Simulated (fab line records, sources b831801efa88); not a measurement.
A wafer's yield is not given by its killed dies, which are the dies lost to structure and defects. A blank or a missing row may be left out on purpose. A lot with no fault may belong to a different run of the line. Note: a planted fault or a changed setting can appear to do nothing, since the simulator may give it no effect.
A struck lot beside a sound one ; flow sky130 ; 44 out of 708 route steps
Sound: the wafers L298.2, L298.4, L298.5. Struck: wafer L307.3. (L307.2 of the same lot was not struck and is left out.) The cause comes at the end.
For every step that has rows: the tool of each side, followed by ch and its chambers, followed by its first start. Under that, the readings that differ: sound wafers ; struck wafers ; difference of the means ; sigmas: that difference in standard deviations of wafers without a fault.
alike: words and numbers the same on both sides, and readings whose means are apart by under 2 such deviations; not compared: readings that were withheld, readings missing a value for some wafer, numbers with overlapping values and no deviation given by the record, and bounds like >300 which may hide the same value.
A row with sigmas, a row that says differs or no value, or rows on one side alone: a step with any of these is where the two part. Numbers that have no deviation but don't overlap get no sigmas and don't part them. A reading that every wafer of one side lacks parts them only if that side has two wafers or more.

first, 4 steps without rows for these wafers: SKY_VIA3_STRIP_17 (strips in post etch residue remover, time 1200 s); SKY_VIA3_CLEAN_18 (cleans in IPA, time 180 s); SKY_VIA3_CLEAN_19 (cleans in O3/DIW); SKY_VIA3_SPUTTER_20 (material TiN, target thk 20 nm, time 80 s).
SKY_VIA3_CVD_21: deposits W, target thk 390 nm, time 117.31 s.
  sound on cvd_w-01 ch 0,1, day 40 09:23; struck on cvd_w-01 ch 1, day 43 06:22
  alike: heater_power_w
SKY_VIA3_RS_MEAS_22: measurement is done with a four-point probe.
  sound on film_metro-03 at day 40 09:31; struck on film_metro-02 at day 43 06:35
  alike: VIA3_W_RS
SKY_VIA3_THK_MEAS_23: measures by xrf.
  sound on film_metro-03 at day 40 09:38; struck on film_metro-02 at day 43 06:42
  alike: VIA3_W_THK
then, 1 step without rows for these wafers: SKY_VIA3_CMP_24 (polishes, stops on SiO2, t overpolish 20 s, target thk 0 nm).
SKY_METAL4_SPUTTER_00: material Ti, target thk 15 nm, time 10 s.
  sound on pvd_sputter-02 at day 40 09:59; struck on pvd_sputter-02 at day 43 07:03
  alike: throttle_valve_pct
then, 1 step without rows for these wafers: SKY_METAL4_SPUTTER_01 (material TiN, target thk 20 nm, time 16.7 s).
SKY_METAL4_SPUTTER_02: material AlCu, target thk 735 nm, time 39.1 s.
  sound on pvd_sputter-02 at day 40 10:02; struck on pvd_sputter-02 at day 43 07:06
  alike: throttle_valve_pct
then, 1 step without rows for these wafers: SKY_METAL4_SPUTTER_03 (material Ti, target thk 5 nm, time 3.3 s).
SKY_METAL4_SPUTTER_04: material TiN, target thk 70 nm, time 58.3 s.
  sound on pvd_sputter-02 at day 40 10:05; struck on pvd_sputter-02 at day 43 07:10
reading;sound;struck;difference;sigmas
model.TiN_of_METAL4_SPUTTER_04.thk_nm (nm);70.71 69.37 69.45;118.3;+48.5;
  alike: throttle_valve_pct
SKY_CAP2M_CVD_00: deposits SiO2, target thk 15.5 nm.
  sound on pecvd-01 ch 0,2, day 40 10:08; struck on pecvd-02 ch 0, day 43 07:13
  alike: heater_power_w
SKY_CAP2M_THK_MEAS_01:
  sound on film_metro-04 at day 40 10:10; struck on film_metro-03 at day 43 07:15
  alike: CAP2M_CVD_00_THK
then, 1 step without rows for these wafers: SKY_CAP2M_SPUTTER_02 (material TiN, target thk 200 nm, time 166.7 s).
SKY_CAP2M_RS_MEAS_03: measurement is done with a four-point probe.
  sound on film_metro-03 at day 40 10:21; struck on film_metro-04 at day 43 07:26
  alike: CAP2M_TIN_RS
SKY_CAP2M_THK_MEAS_04: measures by xrf.
  sound on film_metro-03 at day 40 10:28; struck on film_metro-04 at day 43 07:32
  alike: CAP2M_TIN_THK
then, 7 steps without rows for these wafers: SKY_CAP2M_DEHYDRATE_05 (time 60 s); SKY_CAP2M_HMDS_06 (prime time 60 s); SKY_CAP2M_COAT_07 (resist thk 1140 nm); SKY_CAP2M_SOFTBAKE_08 (time 60 s); SKY_CAP2M_EXPOSE_09 (exposes mask CAP2M, target cd 1000 nm); SKY_CAP2M_PEB_10; SKY_CAP2M_DEVELOP_11 (develop time 60 s).
SKY_CAP2M_OVL_MEAS_12:
  sound on overlay-02 at day 41 11:07; struck on overlay-02 at day 44 05:35
reading;sound;struck;difference;sigmas
CAP2M_OVL (nm);1.8 1.3 2.5;-2.0;-3.9;-3
SKY_CAP2M_METAL_ETCH_13: etches TiN in Cl2/BCl3, stops on SiO2, target depth 220 nm, time 62.9 s.
  sound on rie_metal-01 ch 0, day 41 11:09; struck on rie_metal-01 ch 1, day 44 05:37
  alike: drypump_motor_current_A, oes_product_au, throttle_valve_pct
  not compared: rf_hours_counter_h
then, 12 steps without rows for these wafers: SKY_CAP2M_STRIP_14 (strips in O2/N2); SKY_CAP2M_STRIP_15 (strips in post etch residue remover, time 1200 s); SKY_CAP2M_CLEAN_16 (cleans in IPA, time 180 s); SKY_CAP2M_CLEAN_17 (cleans in O3/DIW); SKY_METAL4_DEHYDRATE_05 (time 60 s); SKY_METAL4_HMDS_06 (prime time 60 s); SKY_METAL4_COAT_07 (resist thk 60 nm); SKY_METAL4_COAT_08 (resist thk 1140 nm); SKY_METAL4_SOFTBAKE_09 (time 90 s); SKY_METAL4_EXPOSE_10 (exposes mask MM4, target cd 300 nm); SKY_METAL4_PEB_11; SKY_METAL4_DEVELOP_12 (develop time 60 s).
SKY_METAL4_CD_MEAS_13: target cd 300 nm.
  sound on cd_sem-02 at day 42 11:53; struck on cd_sem-01 at day 45 03:53
  alike: cd_nm
SKY_METAL4_OVL_MEAS_14:
  sound on overlay-01 at day 42 11:59; struck on overlay-01 at day 45 03:59
  alike: METAL4_OVL
then, 1 step without rows for these wafers: SKY_METAL4_DESCUM_15 (chemistry O2, time 8 s).
SKY_METAL4_METAL_ETCH_18: etches the open film in Cl2/BCl3, stops on SiO2, target depth 845 nm, time 183.1 s.
  sound on rie_metal-01 ch 0, day 42 12:10; struck on rie_metal-04 ch 1, day 45 04:10
reading;sound;struck;difference;sigmas
oes_product_au (a.u.);0.876 0.871 0.865;0.893;+0.022;+4
  alike: drypump_motor_current_A, throttle_valve_pct
  not compared: rf_hours_counter_h
-- the record jumps here: 4 days lie between the struck wafers' starts before and after (it left off in module METAL4 and takes up again in module PAD_OPEN, whose first step shown is number 708 of the route) --
SKY_PAD_OPEN_PROBE_99:
  sound on prober-02 at day 46 09:56; struck on prober-01 at day 48 18:50
reading;sound;struck;difference;sigmas
killed_at_M0_to_M3;48 45 32;29;-13;-2
model.etest.via4_chain.rc_ohm;0.7871 0.7688 0.8136;0.9301;+0.1403;
  alike: defect_limited_yield, killed_at_M4_up, killed_at_contacts, killed_at_front_end, killed_at_other, killed_dies, killed_open, killed_short, sort_bin_3_pad_short, sort_bin_5_function, sort_bin_6_memory, sort_n_pass, sort_yield_pct

## WHERE THEY PART
At SKY_CAP2M_OVL_MEAS_12 first; at SKY_PAD_OPEN_PROBE_99 last (within this record only).

WHY: what had been put in by the simulator
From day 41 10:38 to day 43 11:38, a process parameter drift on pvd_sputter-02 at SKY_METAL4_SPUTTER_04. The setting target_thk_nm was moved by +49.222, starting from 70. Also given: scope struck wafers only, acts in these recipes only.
